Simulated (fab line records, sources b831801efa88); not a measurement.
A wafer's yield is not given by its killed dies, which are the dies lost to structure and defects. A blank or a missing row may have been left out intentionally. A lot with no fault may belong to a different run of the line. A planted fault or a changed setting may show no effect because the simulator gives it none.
Which tool is to blame? / flow gf180mcu / 11 lots, 33 wafers sampled, at 3 steps of a route of 602

## WHAT EACH GAUGE READ, for each wafer
GF_STI_THK_MEAS_24.
lot=L532; measured=day 2 03:25; on=film-metro-04; STI_CVD_23_THK (nm)=643 655 640
lot=L533; measured=day 2 08:47; on=film-metro-03; STI_CVD_23_THK (nm)=648 650 643
lot=L535; measured=day 2 19:32; on=film-metro-02; STI_CVD_23_THK (nm)=648 639 643
lot=L536; measured=day 3 01:38; on=film-metro-03; STI_CVD_23_THK (nm)=656 653 650
lot=L537; measured=day 3 05:13; on=film-metro-04; STI_CVD_23_THK (nm)=652 655 650
lot=L540; measured=day 3 21:14; on=film-metro-03; STI_CVD_23_THK (nm)=654 647 645
lot=L542; measured=day 4 07:14; on=film-metro-04; STI_CVD_23_THK (nm)=665 650 651
lot=L543; measured=day 4 12:01; on=film-metro-03; STI_CVD_23_THK (nm)=662 656 650
lot=L544; measured=day 4 19:17; on=film-metro-04; STI_CVD_23_THK (nm)=647 645 652
lot=L551; measured=day 6 05:58; on=film-metro-04; STI_CVD_23_THK (nm)=659 649 416 659 649 416
lot=L552; measured=day 6 10:02; on=film-metro-03; STI_CVD_23_THK (nm)=643 650 417 643 649 417

## TOOL THAT RAN EACH LOT (tool first, then ch and the chambers of the sampled wafers, then the start)
lot=L532; GF_STI_ETCH_14=rie-si-02 ch 0,1,3, day 2 01:19; GF_STI_CVD_23=hdpcvd-01 ch 1,2, day 2 03:19
lot=L533; GF_STI_ETCH_14=rie-si-02 ch 2,3, day 2 06:16; GF_STI_CVD_23=hdpcvd-01 ch 0,2, day 2 08:42
lot=L535; GF_STI_ETCH_14=rie-si-02 ch 2,3, day 2 17:44; GF_STI_CVD_23=hdpcvd-02 ch 0,1,2, day 2 19:26
lot=L536; GF_STI_ETCH_14=rie-si-02 ch 1,2,3, day 2 23:04; GF_STI_CVD_23=hdpcvd-02 ch 0,1, day 3 01:34
lot=L537; GF_STI_ETCH_14=rie-si-01 ch 0,1,2, day 3 03:25; GF_STI_CVD_23=hdpcvd-02 ch 0,1, day 3 05:08
lot=L540; GF_STI_ETCH_14=rie-si-01 ch 0,3, day 3 19:04; GF_STI_CVD_23=hdpcvd-02 ch 0,2, day 3 21:09
lot=L542; GF_STI_ETCH_14=rie-si-02 ch 0,2,3, day 4 05:16; GF_STI_CVD_23=hdpcvd-01 ch 0,1,2, day 4 07:09
lot=L543; GF_STI_ETCH_14=rie-si-01 ch 1,2,3, day 4 10:14; GF_STI_CVD_23=hdpcvd-01 ch 0,1,2, day 4 11:56
lot=L544; GF_STI_ETCH_14=rie-si-02 ch 0,1,2, day 4 14:37; GF_STI_CVD_23=hdpcvd-01 ch 0,1, day 4 19:12
lot=L551; GF_STI_ETCH_14=rie-si-02 ch 0,2,3, day 6 04:10; GF_STI_CVD_23=hdpcvd-01 ch 0,1, day 6 05:53
lot=L552; GF_STI_ETCH_14=rie-si-01 ch 0,1,3, day 6 08:11; GF_STI_CVD_23=hdpcvd-01 ch 0,1,2, day 6 09:58
- GF_STI_ETCH_14: etches Si in HBr/Cl2/O2, target depth 360 nm, time 102.9 s.
- GF_STI_CVD_23: deposits SiO2, target thk 650 nm, time 108.3 s.

## THE ANSWER, worked out from the rows above alone
Rule: the lots themselves supply what counts as usual. Put in order of their means at a reading, lots are off if they are a third of the lots or fewer, leave a main group of 4 or more, and stand apart from it by a gap of 3 or more times the standard deviation of the main group's means; of several such gaps the widest counts. The tables above print the reading to a certain number of digits; a main group whose means all agree to those digits is not used. Also off: a lot with no number at a reading for which 4 or more lots have one. Where the step has rows for the other lots, those lots are counted as sound.
Off: L551, L552, at GF_STI_THK_MEAS_24 (STI_CVD_23_THK). Main group: mean 650 nm, sd 4.1.
A tool fits if, at a process step before that reading, it ran every lot that is off, and no sound lot after the first of them. Gauges at GF_STI_THK_MEAS_24: tried the same way as those tools. One fits: hdpcvd-01 at GF_STI_CVD_23. Its last sound lot is L544 (day 4 19:12), its first lot that is off L551 (day 6 05:53): a fault that began between those two fits.

## WHAT THE SIMULATOR HAD PUT IN
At GF_STI_CVD_23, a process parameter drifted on hdpcvd-01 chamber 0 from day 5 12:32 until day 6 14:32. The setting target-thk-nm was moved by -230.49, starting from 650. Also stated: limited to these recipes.
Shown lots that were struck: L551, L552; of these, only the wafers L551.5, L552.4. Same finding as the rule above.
